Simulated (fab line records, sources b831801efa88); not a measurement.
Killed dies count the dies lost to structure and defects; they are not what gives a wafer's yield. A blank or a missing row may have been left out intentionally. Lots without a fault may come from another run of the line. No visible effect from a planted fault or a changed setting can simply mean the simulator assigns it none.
Which of the tools did it? ; flow sky130 ; Sampling: 12 lots, 34 wafers, 6 of 708 route steps

## WHAT THE GAUGES SHOWED, per wafer
SKY_VT_ADJUST_NCORE_CD_MEAS_07 targets a cd of 380 nm. Usual: cd_nm at 380.0 nm, with a standard deviation of 2.2.
lot;measured;on;cd_nm (nm);flag
L864;day 8 17:49;cd_sem-02;382.6 381.8 381.6;
L865;day 8 20:28;cd_sem-01;383.1 383.2 384.0;
L867;day 9 11:19;cd_sem-01;380.4 378.0 379.3;
L874;day 11 18:34;cd_sem-01;385.2 386.9 388.3;OFF
L873;day 11 19:20;cd_sem-02;386.6 385.7 388.4;OFF
L875;day 12 02:35;cd_sem-02;378.5 379.6 380.4;
L876;day 12 08:28;cd_sem-01;381.5 383.3;
L878;day 12 20:22;cd_sem-01;377.7 378.2 381.3;
L881;day 13 15:33;cd_sem-02;379.3 375.7;
L883;day 14 05:54;cd_sem-01;382.7 381.7 380.1;
L885;day 14 20:41;cd_sem-02;380.1 382.0 379.4;
L887;day 15 08:35;cd_sem-01;377.6 377.3 379.3;

SKY_VT_ADJUST_HVTR_OVL_MEAS_08. Usual: for VT_ADJUST_HVTR_OVL the level is -0.3 nm and the standard deviation is 1.4.
lot;measured;on;VT_ADJUST_HVTR_OVL (nm);flag
L864;day 9 15:40;overlay-01;0.6 -0.8 -0.4;
L865;day 9 18:34;overlay-01;0.7 2.0 0.6;
L867;day 10 10:14;overlay-01;-0.7 0.0 -1.0;
L874;day 12 18:47;overlay-02;-0.9 1.1 0.4;
L873;day 12 20:11;overlay-02;-1.2 -1.2 -1.3;
L875;day 13 03:28;overlay-01;-0.3 -1.9 -1.0;
L876;day 13 09:44;overlay-02;-0.7 2.1;
L878;day 13 22:26;overlay-02;-1.4 -1.6 -1.9;
L881;day 14 18:14;overlay-01;-2.8 -1.2;
L883;day 15 09:01;overlay-02;-1.4 -1.3 -1.9;
L885;day 16 00:56;overlay-01;-1.3 0.5 -3.1;
L887;day 16 13:20;overlay-01;-0.2 0.4 0.3;

SKY_VT_ADJUST_HVTR_TW_MEAS_11. Usual: for VT_ADJUST_HVTR_TW the level is 210.8 and the standard deviation is 1.4.
lot;measured;on;VT_ADJUST_HVTR_TW;flag
L864;day 9 15:58;film_metro-04;209.3 209.9 210.5;
L865;day 9 18:51;film_metro-01;213.3 212.4 212.7;
L867;day 10 10:31;film_metro-04;209.8 210.2 211.0;
L874;day 12 19:05;film_metro-02;209.8 209.3 210.1;
L873;day 12 20:29;film_metro-04;210.2 210.5 209.3;
L875;day 13 03:45;film_metro-02;210.4 209.4 209.2;
L876;day 13 10:01;film_metro-04;210.2 209.3;
L878;day 13 22:43;film_metro-02;210.3 210.1 209.8;
L881;day 14 18:32;film_metro-04;209.3 209.3;
L883;day 15 09:19;film_metro-04;209.5 209.2 209.3;
L885;day 16 01:13;film_metro-02;210.3 209.6 208.9;
L887;day 16 13:37;film_metro-01;212.4 213.2 212.1;

SKY_VT_ADJUST_PCH_TW_MEAS_10. Usual: for VT_ADJUST_PCH_TW the level is 142.4 and the standard deviation is 0.93.
lot;measured;on;VT_ADJUST_PCH_TW;flag
L864;day 10 15:37;film_metro-01;143.8 144.0 144.1;
L865;day 10 18:21;film_metro-04;142.1 142.3 142.5;
L867;day 11 09:39;film_metro-03;141.7 140.8 141.5;
L874;day 13 21:31;film_metro-04;141.8 141.4 141.6;
L873;day 13 21:58;film_metro-04;142.4 141.1 142.3;
L875;day 14 06:11;film_metro-03;141.2 140.9 140.8;
L876;day 14 13:14;film_metro-04;141.7 141.7;
L878;day 15 01:45;film_metro-04;142.0 141.4 141.9;
L881;day 15 21:59;film_metro-04;141.4 141.2;
L883;day 16 14:11;film_metro-04;142.8 141.9 142.4;
L885;day 17 06:10;film_metro-03;140.6 142.2 142.0;
L887;day 17 18:31;film_metro-03;141.4 142.4 141.2;

## EACH LOT AND THE TOOL THAT RAN IT (in order: tool; ch and the chambers of the sampled wafers; start)
lot;SKY_VT_ADJUST_NCORE_COAT_02;SKY_VT_ADJUST_NCORE_STRIP_10
L864;litho_track-04 ch 0, day 8 06:59;plasma_asher-04 ch 0,1, day 8 18:06
L865;litho_track-02 ch 0, day 8 09:19;plasma_asher-02 ch 0,1, day 8 20:46
L867;litho_track-04 ch 0, day 9 00:22;plasma_asher-02 ch 1, day 9 11:37
L874;litho_track-04 ch 0, day 11 06:26;plasma_asher-02 ch 0,1, day 11 18:51
L873;litho_track-04 ch 0, day 11 07:38;plasma_asher-02 ch 0,1, day 11 19:37
L875;litho_track-03 ch 0, day 11 14:52;plasma_asher-02 ch 0,1, day 12 02:52
L876;litho_track-02 ch 0, day 11 20:38;plasma_asher-02 ch 0,1, day 12 08:45
L878;litho_track-03 ch 0, day 12 07:29;plasma_asher-01 ch 0,1, day 12 20:40
L881;litho_track-02 ch 0, day 13 02:58;plasma_asher-04 ch 0, day 13 15:51
L883;litho_track-02 ch 0, day 13 16:28;plasma_asher-04 ch 0,1, day 14 06:12
L885;litho_track-02 ch 0, day 14 07:31;plasma_asher-01 ch 0,1, day 14 20:59
L887;litho_track-02 ch 0, day 14 18:28;plasma_asher-01 ch 0,1, day 15 08:53
- SKY_VT_ADJUST_NCORE_COAT_02: resist thk 1140 nm.
- SKY_VT_ADJUST_NCORE_STRIP_10: strips in O2/N2.

## AS READ BY THE TOOLS THEMSELVES (means over the sampled wafers that have a number; for cases with no such wafer, the mark the record gives instead)
SKY_VT_ADJUST_NCORE_COAT_02. Usual: spin_speed_rpm at 3000.3 rpm, with a standard deviation of 1.9.
lot;tool;spin_speed_rpm (rpm);flag
L864;litho_track-04;2998.1;
L865;litho_track-02;2998.4;
L867;litho_track-04;3002.4;
L874;litho_track-04;3335.0;OFF
L873;litho_track-04;3338.0;OFF
L875;litho_track-03;3000.6;
L876;litho_track-02;3000.6;
L878;litho_track-03;3001.5;
L881;litho_track-02;3001.2;
L883;litho_track-02;3002.7;
L885;litho_track-02;2999.0;
L887;litho_track-02;2999.5;

SKY_VT_ADJUST_NCORE_STRIP_10. Usual: drypump_motor_current_A 6.02 A, standard deviation 0.27; oes_product_au 0.716 a.u., standard deviation 0.0046; strip_time_to_endpoint_s 14.17 s, standard deviation 0.041.
lot;tool;drypump_motor_current_A (A);oes_product_au (a.u.);strip_time_to_endpoint_s (s);flag
L864;plasma_asher-04;6.29;0.715;14.15;
L865;plasma_asher-02;5.92;0.713;14.19;
L867;plasma_asher-02;6.24;0.715;14.19;
L874;plasma_asher-02;6.09;0.717;13.46;OFF
L873;plasma_asher-02;5.91;0.718;13.54;OFF
L875;plasma_asher-02;5.89;0.719;14.15;
L876;plasma_asher-02;6.00;0.723;14.11;
L878;plasma_asher-01;5.77;0.718;14.18;
L881;plasma_asher-04;5.95;0.715;14.09;
L883;plasma_asher-04;6.09;0.716;14.18;
L885;plasma_asher-01;5.75;0.711;14.23;
L887;plasma_asher-01;5.76;0.712;14.11;

## THE ANSWER, worked out from the rows above alone
Rule: lot off if the mean of its wafers having a number is beyond 3 standard deviations from the usual mean. A lot without any number at a reading at which 4 lots or more have one is off too. Any other lot the step has rows for is counted as sound. The gauges are gone through in route order, then the tools' own readings, and for those a lot's mean is taken as printed above. The first step at which some lot is off is used, and at that step the reading that is off furthest; a lot without a number counts as furthest.
Off at SKY_VT_ADJUST_NCORE_CD_MEAS_07 (cd_nm): L874, L873.
If a tool, at a process step before that reading, ran all the lots that are off and no sound lot after the first of them, it fits. Not tried: the gauges at SKY_VT_ADJUST_NCORE_CD_MEAS_07; whatever is off there is also off at SKY_VT_ADJUST_NCORE_COAT_02, on other tools, and gauge error can't account for it. One fits: SKY_VT_ADJUST_NCORE_COAT_02 on litho_track-04. Its last sound lot is L867 (day 9 00:22), its first lot that is off L874 (day 11 06:26): a fault that began between those two fits.
The tool's own readings at SKY_VT_ADJUST_NCORE_COAT_02 bear it out: on the lots that are off they differ by more than 5 times the standard deviation of the sound lots' means. spin_speed_rpm reads 3336.5 rpm there against 3000.4 rpm on the sound lots.

## WHAT WAS PUT IN BY THE SIMULATOR
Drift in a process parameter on litho_track-04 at SKY_VT_ADJUST_NCORE_COAT_02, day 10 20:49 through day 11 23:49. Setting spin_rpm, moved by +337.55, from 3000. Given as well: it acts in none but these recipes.
Lots struck among those shown: L874, L873. The same result came from the rule above.
